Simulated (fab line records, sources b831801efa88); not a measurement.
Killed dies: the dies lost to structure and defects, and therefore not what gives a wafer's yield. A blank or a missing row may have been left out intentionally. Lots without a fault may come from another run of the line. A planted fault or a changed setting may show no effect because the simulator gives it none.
Which tool is to blame? || flow gf180mcu || 21 wafers from 7 lots sampled at 2 of the route's 602 steps

## WHAT THE GAUGES SHOWED, per wafer
GF_SAB_THK_MEAS_01.
{"lot": "L495", "measured": "day 14 22:23", "on": "film-metro-03", "SAB_CVD_00_THK (nm)": "49.7 49.9 50.3"}
{"lot": "L497", "measured": "day 15 23:16", "on": "film-metro-02", "SAB_CVD_00_THK (nm)": "48.8 50.2 49.3"}
{"lot": "L499", "measured": "day 16 12:19", "on": "film-metro-01", "SAB_CVD_00_THK (nm)": "48.8 50.3 50.8"}
{"lot": "L502", "measured": "day 17 07:04", "on": "film-metro-01", "SAB_CVD_00_THK (nm)": "50.5 49.9 51.0"}
{"lot": "L508", "measured": "day 19 13:27", "on": "film-metro-02", "SAB_CVD_00_THK (nm)": "52.6 53.0 53.0"}
{"lot": "L511", "measured": "day 21 02:35", "on": "film-metro-03", "SAB_CVD_00_THK (nm)": "49.1 49.7 50.7"}
{"lot": "L516", "measured": "day 22 09:07", "on": "film-metro-03", "SAB_CVD_00_THK (nm)": "48.9 50.3 48.9"}

## WHAT TOOL EACH LOT RAN ON (gives the tool, then ch and the chambers of the sampled wafers, and finally the start)
{"lot": "L495", "GF_SAB_CVD_00": "pecvd-04 ch 0,2, day 14 22:22"}
{"lot": "L497", "GF_SAB_CVD_00": "pecvd-03 ch 1,2, day 15 23:15"}
{"lot": "L499", "GF_SAB_CVD_00": "pecvd-03 ch 0,1,2, day 16 12:17"}
{"lot": "L502", "GF_SAB_CVD_00": "pecvd-01 ch 1,2, day 17 07:03"}
{"lot": "L508", "GF_SAB_CVD_00": "pecvd-01 ch 1,2, day 19 13:25"}
{"lot": "L511", "GF_SAB_CVD_00": "pecvd-03 ch 1,2, day 21 02:34"}
{"lot": "L516", "GF_SAB_CVD_00": "pecvd-03 ch 0,1,2, day 22 09:06"}
- GF_SAB_CVD_00: deposits SiO2 from TEOS, target thk 50 nm, time 4.9302 s.

## THE ANSWER, worked out from the rows above alone
Rule: usual is defined by the lots themselves. The widest of any qualifying gaps counts: lots, ordered by their means at a reading, are off when they make up no more than a third of the lots, leave a main group of 4 or more, and stand apart from it by 3 or more times the standard deviation of that group's means. Not used: any main group whose means are identical at the precision the tables above print for the reading. Also off: a lot with no number at a reading for which 4 or more lots have one. Any other lot the step has rows for is counted as sound.
Off: L508, at GF_SAB_THK_MEAS_01 (SAB_CVD_00_THK). For the main group the mean is 49.8 nm and the standard deviation 0.37.
If a tool, at a process step before that reading, ran all the lots that are off and no sound lot after the first of them, it fits. Those tools and the gauges at GF_SAB_THK_MEAS_01 are tried in the same way. Undecided on this evidence; 2 tools fit (pecvd-01 at GF_SAB_CVD_00, film-metro-02 at GF_SAB_THK_MEAS_01).

## WHAT THE SIMULATOR PUT IN
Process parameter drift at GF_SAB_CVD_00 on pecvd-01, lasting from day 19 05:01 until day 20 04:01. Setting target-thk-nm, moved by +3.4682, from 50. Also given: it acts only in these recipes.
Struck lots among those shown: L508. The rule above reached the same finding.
